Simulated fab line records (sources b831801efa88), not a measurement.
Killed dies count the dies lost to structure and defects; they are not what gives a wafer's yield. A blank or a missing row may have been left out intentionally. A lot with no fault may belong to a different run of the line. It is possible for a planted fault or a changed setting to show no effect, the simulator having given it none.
Comparing a struck lot with a sound one -- flow sky130 -- 43 out of 708 route steps
Sound: the wafers L552.2, L552.4, L552.6. Struck: wafer L543.4 (left out: L543.2, a lot-mate that was not struck); the cause follows at the end.
Per side, at each step with rows, come the tool, then ch with its chambers, and then its first start. Under that, the readings that differ: sound wafers -- struck wafers -- difference of the means -- sigmas: that difference in standard deviations of wafers without a fault.
alike: same words and numbers on both sides, and readings whose means sit less than 2 such deviations apart. not compared: any withheld reading, any reading some wafer has no value for, any bound like >300 that may hide the same value, and any number with overlapping values for which the record gives no deviation.
The two part at a step that has a row with sigmas, a row that says differs or no value, or rows on one side only. When numbers do not overlap yet have no deviation, they are printed without sigmas and do not part them. Lack of a reading on every wafer of one side parts them only where that side has two or more wafers.

SKY_LDD_HVN_OVL_MEAS_07:
  sound on overlay-01 at day 27 03:52; struck on overlay-01 at day 23 15:50
reading,sound,struck,difference,sigmas
LDD_HVN_OVL (nm),2.2 3.7 3.2,-2.8,-5.8,-4
following that, these wafers have no rows for 1 step: SKY_LDD_HVN_IMPLANT_08.
SKY_LDD_HVN_STRIP_09: strips in O2/N2.
  sound on plasma-asher-03 ch 1, day 27 04:02; struck on plasma-asher-03 ch 1, day 23 16:01
  alike: drypump-motor-current-A, oes-product-au, strip-time-to-endpoint-s
  not compared: rf-hours-counter-h
SKY_LDD_HVN_TW_MEAS_10:
  sound on film-metro-02 at day 27 04:09; struck on film-metro-02 at day 23 16:08
  alike: LDD_HVN_TW
then, 7 steps without rows for these wafers: SKY_LDD_HVP_DEHYDRATE_00 (time 60 s); SKY_LDD_HVP_HMDS_01 (prime time 60 s); SKY_LDD_HVP_COAT_02 (resist thk 300 nm); SKY_LDD_HVP_SOFTBAKE_03 (time 60 s); SKY_LDD_HVP_EXPOSE_04 (exposes mask HVPTM, target cd 700 nm); SKY_LDD_HVP_PEB_05; SKY_LDD_HVP_DEVELOP_06 (develop time 60 s).
SKY_LDD_HVP_OVL_MEAS_07:
  sound on overlay-02 at day 28 08:56; struck on overlay-02 at day 24 20:59
  alike: LDD_HVP_OVL
SKY_LDD_HVP_IMPLANT_08:
  sound on implanter-01 ch 0, day 28 09:00; struck on implanter-01 ch 0, day 24 21:03
  alike: end-station-pressure-torr
SKY_LDD_HVP_STRIP_09: strips in O2/N2.
  sound on plasma-asher-03 ch 0,1, day 28 09:07; struck on plasma-asher-03 ch 0, day 24 21:10
  alike: drypump-motor-current-A, oes-product-au, strip-time-to-endpoint-s
  not compared: rf-hours-counter-h
SKY_LDD_HVP_TW_MEAS_10:
  sound on film-metro-03 at day 28 09:14; struck on film-metro-01 at day 24 21:17
  alike: LDD_HVP_TW
then, 7 steps without rows for these wafers: SKY_LDD_LDN_DEHYDRATE_00 (time 60 s); SKY_LDD_LDN_HMDS_01 (prime time 60 s); SKY_LDD_LDN_COAT_02 (resist thk 1140 nm); SKY_LDD_LDN_SOFTBAKE_03 (time 60 s); SKY_LDD_LDN_EXPOSE_04 (exposes mask LDNTM, target cd 700 nm); SKY_LDD_LDN_PEB_05; SKY_LDD_LDN_DEVELOP_06 (develop time 60 s).
SKY_LDD_LDN_OVL_MEAS_07:
  sound on overlay-02 at day 29 13:07; struck on overlay-02 at day 26 02:47
  alike: LDD_LDN_OVL
then, 4 steps without rows for these wafers: SKY_LDD_LDN_IMPLANT_08; SKY_LDD_LDN_IMPLANT_09; SKY_LDD_LDN_IMPLANT_10; SKY_LDD_LDN_IMPLANT_11.
SKY_LDD_LDN_STRIP_12: strips in O2/N2.
  sound on plasma-asher-04 ch 0,1, day 29 13:44; struck on plasma-asher-04 ch 1, day 26 03:25
reading,sound,struck,difference,sigmas
strip-time-to-endpoint-s (s),14.27 14.22 14.25,14.16,-0.09,-2
  alike: drypump-motor-current-A, oes-product-au
  not compared: rf-hours-counter-h
SKY_LDD_LDN_TW_MEAS_13:
  sound on film-metro-04 at day 29 13:51; struck on film-metro-01 at day 26 03:32
  alike: LDD_LDN_TW
then, 2 steps without rows for these wafers: SKY_LDD_LDN_CLEAN_14 (cleans in SC1/SC2, time 150 s); SKY_SPACER_CVD_00 (deposits Si3N4 from DCS/NH3, target thk 43.1 nm, time 740 s).
SKY_SPACER_THK_MEAS_01:
  sound on film-metro-02 at day 29 15:10; struck on film-metro-01 at day 26 05:38
  alike: SPACER_CVD_00_THK
SKY_SPACER_ETCHBACK_02: etches Si3N4 in CH3F/O2, stops on SiO2, time 46.7 s, target depth 45 nm.
  sound on rie-diel-02 ch 0,1,2, day 29 15:13; struck on rie-diel-02 ch 1, day 26 05:41
  alike: ch3f-flow-sccm, drypump-motor-current-A, oes-product-au, throttle-valve-pct
  not compared: rf-hours-counter-h
then, 8 steps without rows for these wafers: SKY_POLY_CUT_DEHYDRATE_00 (time 60 s); SKY_POLY_CUT_HMDS_01 (prime time 60 s); SKY_POLY_CUT_COAT_02 (resist thk 60 nm); SKY_POLY_CUT_COAT_03 (resist thk 450 nm); SKY_POLY_CUT_SOFTBAKE_04 (time 90 s); SKY_POLY_CUT_EXPOSE_05 (exposes mask NPCM, target cd 270 nm); SKY_POLY_CUT_PEB_06; SKY_POLY_CUT_DEVELOP_07 (develop time 60 s).
SKY_POLY_CUT_CD_MEAS_08: the cd target is 270 nm.
  sound on cd-sem-02 at day 30 19:30; struck on cd-sem-01 at day 27 11:22
  alike: cd-nm
-- record jumps: 21 days separate the struck wafers' starts on either side; left off in module POLY_CUT, taken up again in module PAD_OPEN, whose first shown step is the route's number 708 --
SKY_PAD_OPEN_PROBE_99:
  sound on prober-01 at day 50 06:19; struck on prober-02 at day 48 00:49
reading,sound,struck,difference,sigmas
model.etest.tip_p_5v.rs-ohm-sq-range,75.97 52.74 81.81,198.5,+128.3,
  alike: killed_at_M0_to_M3, killed_at_M4_up, killed-at-contacts, killed-at-front-end, killed-at-other, killed-dies, killed-open, killed-short

## WHERE THEY PART
First at SKY_LDD_HVN_OVL_MEAS_07; last, within this record, at SKY_LDD_LDN_STRIP_12. Later steps at which nothing parts them and some readings are alike: SKY_LDD_LDN_TW_MEAS_13, SKY_SPACER_THK_MEAS_01, SKY_SPACER_ETCHBACK_02, SKY_POLY_CUT_CD_MEAS_08, SKY_PAD_OPEN_PROBE_99.

WHY: what the simulator had put in
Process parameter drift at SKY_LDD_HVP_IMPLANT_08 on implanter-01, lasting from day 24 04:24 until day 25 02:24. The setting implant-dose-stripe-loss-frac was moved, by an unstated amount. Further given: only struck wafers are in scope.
